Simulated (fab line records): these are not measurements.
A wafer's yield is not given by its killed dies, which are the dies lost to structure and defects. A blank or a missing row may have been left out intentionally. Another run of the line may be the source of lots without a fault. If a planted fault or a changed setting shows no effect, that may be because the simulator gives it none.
A sampling plan put to the test :: flow gf180mcu :: one fab line, 21 faults that these records tell of, each judged on the records of the lots that it struck
Plan = the line's own looks (route steps where a gauge or an inspection reads the wafer without altering it). A look is open to judgement when struck wafers have a number at it and the file gives its usual mean and standard deviation on fault-free wafers. Caught: a look later than the fault's first step finds the struck wafers' mean 4 or more of those standard deviations (sigma) from the usual mean. On the tool: the same test on the tool's own readings at the fault's steps. If the struck wafers alone have a blank record, or they carry another recipe, that too counts as caught.

## THE FAULTS, as the simulator had put them in
1. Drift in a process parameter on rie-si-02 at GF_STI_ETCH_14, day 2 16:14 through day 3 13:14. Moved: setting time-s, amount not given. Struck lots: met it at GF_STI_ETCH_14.
2. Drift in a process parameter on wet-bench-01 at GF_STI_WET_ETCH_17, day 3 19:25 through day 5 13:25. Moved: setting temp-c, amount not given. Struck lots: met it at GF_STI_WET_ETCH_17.
3. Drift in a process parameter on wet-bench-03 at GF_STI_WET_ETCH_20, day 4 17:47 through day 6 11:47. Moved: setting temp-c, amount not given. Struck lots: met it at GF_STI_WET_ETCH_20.
4. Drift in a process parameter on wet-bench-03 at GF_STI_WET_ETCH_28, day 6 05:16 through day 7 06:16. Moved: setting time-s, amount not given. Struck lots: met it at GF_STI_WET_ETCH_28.
5. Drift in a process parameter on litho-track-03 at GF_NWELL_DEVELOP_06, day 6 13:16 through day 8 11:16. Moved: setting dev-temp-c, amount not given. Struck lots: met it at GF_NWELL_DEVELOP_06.
6. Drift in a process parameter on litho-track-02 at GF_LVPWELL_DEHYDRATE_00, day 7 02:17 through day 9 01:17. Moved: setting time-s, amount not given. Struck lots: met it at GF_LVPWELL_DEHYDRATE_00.
7. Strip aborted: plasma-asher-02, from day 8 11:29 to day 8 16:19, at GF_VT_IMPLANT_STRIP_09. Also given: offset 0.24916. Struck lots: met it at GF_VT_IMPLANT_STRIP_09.
8. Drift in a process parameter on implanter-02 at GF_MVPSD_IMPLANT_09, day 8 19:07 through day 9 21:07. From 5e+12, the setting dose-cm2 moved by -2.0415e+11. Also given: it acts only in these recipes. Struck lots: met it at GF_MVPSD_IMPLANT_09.
9. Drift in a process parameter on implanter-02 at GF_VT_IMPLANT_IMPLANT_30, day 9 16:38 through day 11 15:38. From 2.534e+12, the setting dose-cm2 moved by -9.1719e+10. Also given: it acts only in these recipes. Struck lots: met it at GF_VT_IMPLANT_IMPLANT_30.
10. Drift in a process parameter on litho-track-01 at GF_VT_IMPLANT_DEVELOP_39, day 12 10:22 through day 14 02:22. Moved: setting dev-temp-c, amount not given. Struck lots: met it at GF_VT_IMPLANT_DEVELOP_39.
11. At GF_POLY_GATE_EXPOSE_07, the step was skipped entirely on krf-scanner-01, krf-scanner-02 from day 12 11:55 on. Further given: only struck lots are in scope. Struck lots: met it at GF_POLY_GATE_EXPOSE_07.
12. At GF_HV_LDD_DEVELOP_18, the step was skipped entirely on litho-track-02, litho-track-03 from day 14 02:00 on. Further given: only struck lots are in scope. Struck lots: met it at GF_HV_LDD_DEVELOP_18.
13. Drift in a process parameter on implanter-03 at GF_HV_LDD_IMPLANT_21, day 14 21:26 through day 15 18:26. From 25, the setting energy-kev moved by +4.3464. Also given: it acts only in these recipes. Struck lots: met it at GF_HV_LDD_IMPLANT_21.
14. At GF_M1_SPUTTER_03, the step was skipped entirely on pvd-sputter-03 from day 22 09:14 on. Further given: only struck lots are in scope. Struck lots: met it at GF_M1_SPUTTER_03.
15. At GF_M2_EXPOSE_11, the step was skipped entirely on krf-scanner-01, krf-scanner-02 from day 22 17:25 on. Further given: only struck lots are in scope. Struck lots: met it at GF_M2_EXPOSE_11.
16. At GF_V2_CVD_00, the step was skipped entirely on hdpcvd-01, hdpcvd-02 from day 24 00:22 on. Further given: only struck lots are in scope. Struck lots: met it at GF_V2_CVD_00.
17. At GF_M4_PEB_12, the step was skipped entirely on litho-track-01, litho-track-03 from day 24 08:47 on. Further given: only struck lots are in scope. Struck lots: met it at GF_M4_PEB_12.
18. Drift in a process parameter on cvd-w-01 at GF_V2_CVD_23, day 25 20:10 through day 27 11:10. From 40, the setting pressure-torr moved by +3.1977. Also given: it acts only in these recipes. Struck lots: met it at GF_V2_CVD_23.
19. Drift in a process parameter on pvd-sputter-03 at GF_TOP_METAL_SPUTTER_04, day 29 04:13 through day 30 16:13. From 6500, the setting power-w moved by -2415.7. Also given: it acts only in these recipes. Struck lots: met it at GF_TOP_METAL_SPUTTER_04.
20. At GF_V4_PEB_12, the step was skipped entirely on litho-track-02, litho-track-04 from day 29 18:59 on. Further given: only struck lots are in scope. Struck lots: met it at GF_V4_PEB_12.
21. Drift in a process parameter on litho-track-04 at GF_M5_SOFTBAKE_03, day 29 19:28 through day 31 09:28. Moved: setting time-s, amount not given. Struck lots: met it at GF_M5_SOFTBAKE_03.

## WHAT THE PLAN SAW
fault: 1
on the tool itself: run-length-s +29 sigma
first look that catches it: none of the 2 looks that can be judged after it
reading, sigma: -
median hours from its first step to that look: -
hours from the fault's start to the first struck lot there: -
judged looks passed uncaught: 2

fault: 2
on the tool itself: temp-c +8.4 sigma
first look that catches it: none of the 2 looks that can be judged after it
reading, sigma: -
median hours from its first step to that look: -
hours from the fault's start to the first struck lot there: -
judged looks passed uncaught: 2

fault: 3
on the tool itself: temp-c +11 sigma
first look that catches it: none of the 2 looks that can be judged after it
reading, sigma: -
median hours from its first step to that look: -
hours from the fault's start to the first struck lot there: -
judged looks passed uncaught: 2

fault: 4
on the tool itself: run-length-s -11 sigma
first look that catches it: not the one look that can be judged after it
reading, sigma: -
median hours from its first step to that look: -
hours from the fault's start to the first struck lot there: -
judged looks passed uncaught: 1

fault: 5
on the tool itself: developer-temp-C -7.6 sigma
first look that catches it: not the one look that can be judged after it
reading, sigma: -
median hours from its first step to that look: -
hours from the fault's start to the first struck lot there: -
judged looks passed uncaught: 1

fault: 6
on the tool itself: heater-power-total-W +12 sigma
first look that catches it: not the one look that can be judged after it
reading, sigma: -
median hours from its first step to that look: -
hours from the fault's start to the first struck lot there: -
judged looks passed uncaught: 1

fault: 7
on the tool itself: oes-product-au +34 sigma
first look that catches it: none of the 3 looks that can be judged after it
reading, sigma: -
median hours from its first step to that look: -
hours from the fault's start to the first struck lot there: -
judged looks passed uncaught: 3

fault: 8
on the tool itself: dose-ions-cm2 -37 sigma
first look that catches it: no look after it can be judged
reading, sigma: -
median hours from its first step to that look: -
hours from the fault's start to the first struck lot there: -
judged looks passed uncaught: 0

fault: 9
on the tool itself: dose-ions-cm2 -32 sigma
first look that catches it: not the one look that can be judged after it
reading, sigma: -
median hours from its first step to that look: -
hours from the fault's start to the first struck lot there: -
judged looks passed uncaught: 1

fault: 10
on the tool itself: developer-temp-C -9.0 sigma
first look that catches it: no look after it can be judged
reading, sigma: -
median hours from its first step to that look: -
hours from the fault's start to the first struck lot there: -
judged looks passed uncaught: 0

fault: 11
on the tool itself: no reading that can be judged
first look that catches it: no look after it can be judged
reading, sigma: -
median hours from its first step to that look: -
hours from the fault's start to the first struck lot there: -
judged looks passed uncaught: 0

fault: 12
on the tool itself: the tool's record is blank for the struck wafers
first look that catches it: no look after it can be judged
reading, sigma: -
median hours from its first step to that look: -
hours from the fault's start to the first struck lot there: -
judged looks passed uncaught: 0

fault: 13
on the tool itself: beam-energy-keV +99 or beyond sigma
first look that catches it: not the one look that can be judged after it
reading, sigma: -
median hours from its first step to that look: -
hours from the fault's start to the first struck lot there: -
judged looks passed uncaught: 1

fault: 14
on the tool itself: the tool's record is blank for the struck wafers
first look that catches it: not the one look that can be judged after it
reading, sigma: -
median hours from its first step to that look: -
hours from the fault's start to the first struck lot there: -
judged looks passed uncaught: 1

fault: 15
on the tool itself: no reading that can be judged
first look that catches it: no look after it can be judged
reading, sigma: -
median hours from its first step to that look: -
hours from the fault's start to the first struck lot there: -
judged looks passed uncaught: 0

fault: 16
on the tool itself: the tool's record is blank for the struck wafers
first look that catches it: no look after it can be judged
reading, sigma: -
median hours from its first step to that look: -
hours from the fault's start to the first struck lot there: -
judged looks passed uncaught: 0

fault: 17
on the tool itself: the tool's record is blank for the struck wafers
first look that catches it: no look after it can be judged
reading, sigma: -
median hours from its first step to that look: -
hours from the fault's start to the first struck lot there: -
judged looks passed uncaught: 0

fault: 18
on the tool itself: chamber-pressure-Torr +36 sigma
first look that catches it: no look after it can be judged
reading, sigma: -
median hours from its first step to that look: -
hours from the fault's start to the first struck lot there: -
judged looks passed uncaught: 0

fault: 19
on the tool itself: cathode-dc-power-W -99 or beyond sigma
first look that catches it: no look after it can be judged
reading, sigma: -
median hours from its first step to that look: -
hours from the fault's start to the first struck lot there: -
judged looks passed uncaught: 0

fault: 20
on the tool itself: the tool's record is blank for the struck wafers
first look that catches it: no look after it can be judged
reading, sigma: -
median hours from its first step to that look: -
hours from the fault's start to the first struck lot there: -
judged looks passed uncaught: 0

fault: 21
on the tool itself: run-length-s +36 sigma
first look that catches it: not the one look that can be judged after it
reading, sigma: -
median hours from its first step to that look: -
hours from the fault's start to the first struck lot there: -
judged looks passed uncaught: 1
Dash: fault not caught, or number not given in these records.

Caught at a look: 0 of 21. Caught on the tool: 19 of 21. By one or the other: 19 of 21.
Faults 1, 2, 3, 4, 5, 6, 7, 8, 9, 10, 12, 13, 14, 16, 17, 18, 19, 20, 21 were caught on the tool alone.
Caught by neither: faults 11, 15.
